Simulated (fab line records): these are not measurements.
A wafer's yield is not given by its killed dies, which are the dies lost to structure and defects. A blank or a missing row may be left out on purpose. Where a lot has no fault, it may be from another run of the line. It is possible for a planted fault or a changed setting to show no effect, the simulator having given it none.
A lot that was struck, set against a sound lot + flow sfqLine + 37 out of 325 route steps
Sound: these wafers, L973.1, L973.5, L973.6. Struck: wafer L987.5. (L987.1, L987.2 of the same lot were not struck and are left out.) The cause comes at the end.
At each step with rows: each side's tool, then ch and its chambers, then its first start. Under that, the readings that differ: sound wafers + struck wafers + difference of the means + sigmas: that difference in standard deviations of wafers without a fault.
alike: readings whose means differ by less than 2 such deviations, and words and numbers that are the same on both sides. not compared: withheld readings, readings that some wafer has no value for, bounds like >300 that may hide the same value, and numbers for which the record gives no deviation and whose values overlap.
A row with sigmas, a row that says differs or no value, or rows on one side alone: a step with any of these is where the two part. Numbers that have no deviation but don't overlap get no sigmas and don't part them. A reading that every wafer of one side lacks parts them only if that side has two wafers or more.

SFQ_R5_THK_MEAS_934: measures by xrf.
  sound on filmMetro-03 at day 51 22:09; struck on filmMetro-02 at day 55 06:58
  alike: R5_MONX_THK
then, 6 steps without rows for these wafers: SFQ_TRILAYER_R5_LITHO_COAT_141 (resist thk 62 nm); SFQ_TRILAYER_R5_LITHO_COAT_136 (resist thk 600 nm); SFQ_TRILAYER_R5_LITHO_SOFTBAKE_140; SFQ_TRILAYER_R5_LITHO_EXPOSE_137 (exposes mask R5, target cd 500 nm); SFQ_TRILAYER_R5_LITHO_PEB_139 (peb time 60 s); SFQ_TRILAYER_R5_LITHO_DEVELOP_138 (time 60 s).
-- the record jumps here: 3 days lie between the struck wafers' starts before and after --
SFQ_R5_OVL_MEAS_935:
  sound on overlay-02 at day 54 04:18; struck on overlay-02 at day 57 19:22
  alike: R5_OVL
then, 1 step without rows for these wafers: SFQ_TRILAYER_R5_BARC_OPEN_METAL_ETCH_177 (etches BARC in O2, target depth 125 nm, time 41.7 s).
SFQ_TRILAYER_R5_ETCH_METAL_ETCH_139: etches the open film in Cl2, stops on SiO2, target depth 60 nm, time 40 s.
  sound on rieMetal-04 ch 0,1, day 54 04:23; struck on rieMetal-01 ch 0, day 57 19:28
  alike: drypumpMotorCurrentA, oesProductAu
  not compared: rfHoursCounterH
SFQ_TRILAYER_R5_STRIP_STRIP_140: strips in O2.
  sound on rieMetal-04 ch 0,1, day 54 04:27; struck on rieMetal-01 ch 0, day 57 19:31
  alike: drypumpMotorCurrentA, oesProductAu
  not compared: rfHoursCounterH
then, 1 step without rows for these wafers: SFQ_TRILAYER_R5_STRIP_SOLV_CLEAN_141 (cleans in NMP, time 600 s).
SFQ_TRILAYER_A5C_DEP_PECVD_142: deposits SiO2 from SiH4/N2O, time 15.556 s, target thk 70 nm.
  sound on pecvd-04 ch 0,2, day 54 05:14; struck on pecvd-04 ch 2, day 57 20:17
| reading                                             | sound             | struck | difference | sigmas |
|-----------------------------------------------------|-------------------|--------|------------|--------|
| model.SiO2_of_TRILAYER_A5C_DEP_PECVD_142.thkNm (nm) | 70.14 71.32 69.63 | 101.2  | +30.8      |        |
  alike: heaterPowerW, throttleValvePct
then, 6 steps without rows for these wafers: SFQ_TRILAYER_I5_LITHO_COAT_149 (resist thk 62 nm); SFQ_TRILAYER_I5_LITHO_COAT_144 (resist thk 650 nm); SFQ_TRILAYER_I5_LITHO_SOFTBAKE_148; SFQ_TRILAYER_I5_LITHO_EXPOSE_145 (exposes mask I5, target cd 700 nm); SFQ_TRILAYER_I5_LITHO_PEB_147 (peb time 60 s); SFQ_TRILAYER_I5_LITHO_DEVELOP_146 (time 60 s).
SFQ_I5_OVL_MEAS_936:
  sound on overlay-01 at day 55 23:37; struck on overlay-01 at day 58 22:19
  alike: I5_OVL
then, 2 steps without rows for these wafers: SFQ_TRILAYER_I5_BARC_OPEN_VIA_ETCH_200 (etches BARC in O2, target depth 125 nm, time 41.7 s); SFQ_TRILAYER_I5_ETCH_VIA_ETCH_147 (etches the open film in CHF3, stops on Nb, target depth 360 nm).
SFQ_TRILAYER_I5_STRIP_STRIP_148: strips in O2.
  sound on rieMetal-04 ch 0,1, day 55 23:51; struck on rieMetal-02 ch 0, day 58 22:33
  alike: drypumpMotorCurrentA, oesProductAu
  not compared: rfHoursCounterH
then, 7 steps without rows for these wafers: SFQ_TRILAYER_I5_STRIP_SOLV_CLEAN_149 (cleans in NMP, time 600 s); SFQ_TRILAYER_C5_LITHO_COAT_156 (resist thk 62 nm); SFQ_TRILAYER_C5_LITHO_COAT_151 (resist thk 650 nm); SFQ_TRILAYER_C5_LITHO_SOFTBAKE_155; SFQ_TRILAYER_C5_LITHO_EXPOSE_152 (exposes mask C5, target cd 500 nm); SFQ_TRILAYER_C5_LITHO_PEB_154 (peb time 60 s); SFQ_TRILAYER_C5_LITHO_DEVELOP_153 (time 60 s).
-- the record jumps here: 3 days lie between the struck wafers' starts before and after --
SFQ_C5_OVL_MEAS_937:
  sound on overlay-02 at day 58 18:34; struck on overlay-02 at day 62 03:31
  alike: C5_OVL
SFQ_TRILAYER_C5_BARC_OPEN_VIA_ETCH_210: etches BARC in O2, target depth 125 nm, time 41.7 s.
  sound on rieDiel-01 ch 0,2,3, day 58 18:36; struck on rieDiel-01 ch 1, day 62 03:33
  alike: drypumpMotorCurrentA, oesProductAu
  not compared: rfHoursCounterH
SFQ_TRILAYER_C5_ETCH_VIA_ETCH_154: etches SiO2 in CHF3, stops on Nb, target depth 84 nm.
  sound on rieDiel-01 ch 0,2,3, day 58 18:38; struck on rieDiel-01 ch 1, day 62 03:35
| reading                      | sound             | struck | difference | sigmas |
|------------------------------|-------------------|--------|------------|--------|
| oesProductAu (a.u.)          | 0.903 0.906 0.888 | 0.991  | +0.092     | +10    |
| model.C5.featureDepthNm (nm) | 70.14 71.32 69.63 | 84     | +14        |        |
| model.etch.depthNm (nm)      | 70.14 71.32 69.63 | 84     | +14        |        |
  alike: drypumpMotorCurrentA
then, 2 steps without rows for these wafers: SFQ_TRILAYER_C5_STRIP_STRIP_155 (strips in O2); SFQ_TRILAYER_C5_STRIP_SOLV_CLEAN_156 (cleans in NMP, time 600 s).
SFQ_TRILAYER_M6_DEP_PRE_CLEAN_158: time 22.5 s.
  sound on pvdSputter-06 at day 58 19:29; struck on pvdSputter-06 at day 62 04:25
| reading                                             | sound             | struck | difference | sigmas |
|-----------------------------------------------------|-------------------|--------|------------|--------|
| model.SiO2_of_TRILAYER_A5C_DEP_PECVD_142.thkNm (nm) | 62.64 63.82 62.13 | 93.71  | +30.85     |        |
SFQ_TRILAYER_M6_DEP_SPUTTER_157: material Nb, target thk 200 nm, time 133.3 s.
  sound on pvdSputter-06 at day 58 19:31; struck on pvdSputter-06 at day 62 04:26
  alike: throttleValvePct

WHERE THEY PART
SFQ_TRILAYER_C5_ETCH_VIA_ETCH_154 only, going by this record. Later steps at which nothing parts them and some readings are alike: SFQ_TRILAYER_M6_DEP_SPUTTER_157.

WHY: what had been put in by the simulator
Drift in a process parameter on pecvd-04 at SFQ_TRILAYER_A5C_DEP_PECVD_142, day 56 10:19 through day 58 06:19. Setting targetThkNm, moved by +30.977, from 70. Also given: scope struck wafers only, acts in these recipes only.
